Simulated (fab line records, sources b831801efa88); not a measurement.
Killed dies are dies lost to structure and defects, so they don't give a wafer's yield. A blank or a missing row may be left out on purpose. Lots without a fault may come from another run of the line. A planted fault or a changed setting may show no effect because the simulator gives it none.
A struck lot beside a sound one | flow sky130 | 15 steps out of a route of 708
Sound: wafers L402.1, L402.2, L402.3. Struck: wafers L417.2, L417.4, L417.5. The cause comes at the end.
At each step with rows: each side's tool, then ch and its chambers, then its first start. Under that, the readings that differ: sound wafers | struck wafers | difference of the means | sigmas: that difference in standard deviations of wafers without a fault.
alike: readings whose means differ by less than 2 such deviations, and words and numbers that are the same on both sides. not compared: withheld readings, readings that some wafer has no value for, bounds like >300 that may hide the same value, and numbers for which the record gives no deviation and whose values overlap.
The two part at a step that has a row with sigmas, a row that says differs or no value, or rows on one side only. Numbers that don't overlap but have no deviation are shown without sigmas and don't part them. A reading that every wafer of one side lacks parts them only if that side has two wafers or more.

first, 5 steps without rows for these wafers: SKY_GATE_OXIDE_COAT_05 (resist thk 1162 nm); SKY_GATE_OXIDE_SOFTBAKE_06 (time 60 s); SKY_GATE_OXIDE_EXPOSE_07 (exposes mask LVOM, target cd 600 nm); SKY_GATE_OXIDE_PEB_08; SKY_GATE_OXIDE_DEVELOP_09 (develop time 60 s).
SKY_GATE_OXIDE_OVL_MEAS_10:
  sound on overlay-02, day 15 00:14; struck on overlay-01, day 20 00:06
  alike: GATE_OXIDE_OVL
then, 2 steps without rows for these wafers: SKY_GATE_OXIDE_IMPLANT_11; SKY_GATE_OXIDE_WET_ETCH_12 (etches SiO2 in dHF, target depth 16.8 nm, time 336 s).
SKY_GATE_OXIDE_STRIP_13: strips in O2/N2.
  sound on plasma_asher-02 ch 0,1, day 15 00:32; struck on plasma_asher-01 ch 0,1, day 20 00:23
  alike: drypump_motor_current_A, oes_product_au, strip_time_to_endpoint_s
  not compared: rf_hours_counter_h
SKY_GATE_OXIDE_TW_MEAS_14:
  sound on film_metro-02, day 15 00:38; struck on film_metro-02, day 20 00:29
  alike: GATE_OXIDE_TW
then, 2 steps without rows for these wafers: SKY_GATE_OXIDE_CLEAN_15 (cleans in SC1/SC2, time 150 s); SKY_GATE_OXIDE_OXIDATION_16 (stabilise 600 s, purge 300 s, target thk 3.57 nm).
SKY_POLY_GATE_CVD_00: deposits poly-Si, target thk 180 nm, time 720 s.
  sound on lpcvd-01 ch 0, day 15 02:33; struck on lpcvd-01 ch 0, day 20 02:07
  reading                                       | sound             | struck            | difference | sigmas
  model.poly-Si_of_POLY_GATE_CVD_00.thk_nm (nm) | 178.6 178.1 177.8 | 79.23 77.98 78.56 | -99.58     |
  alike: zone_power_bottom_pct, zone_power_centre_pct
SKY_POLY_GATE_THK_MEAS_01:
  sound on film_metro-01, day 15 03:45; struck on film_metro-02, day 20 04:16
  reading                   | sound             | struck         | difference | sigmas
  POLY_GATE_CVD_00_THK (nm) | 178.6 178.1 177.6 | 79.3 78.0 78.6 | -99.5      | -62
  not compared: hold
then, 1 step without rows for these wafers: SKY_PAD_OPEN_PROBE_99.

WHERE THEY PART
Only at SKY_POLY_GATE_THK_MEAS_01, within this record.

WHY: what the simulator had put in
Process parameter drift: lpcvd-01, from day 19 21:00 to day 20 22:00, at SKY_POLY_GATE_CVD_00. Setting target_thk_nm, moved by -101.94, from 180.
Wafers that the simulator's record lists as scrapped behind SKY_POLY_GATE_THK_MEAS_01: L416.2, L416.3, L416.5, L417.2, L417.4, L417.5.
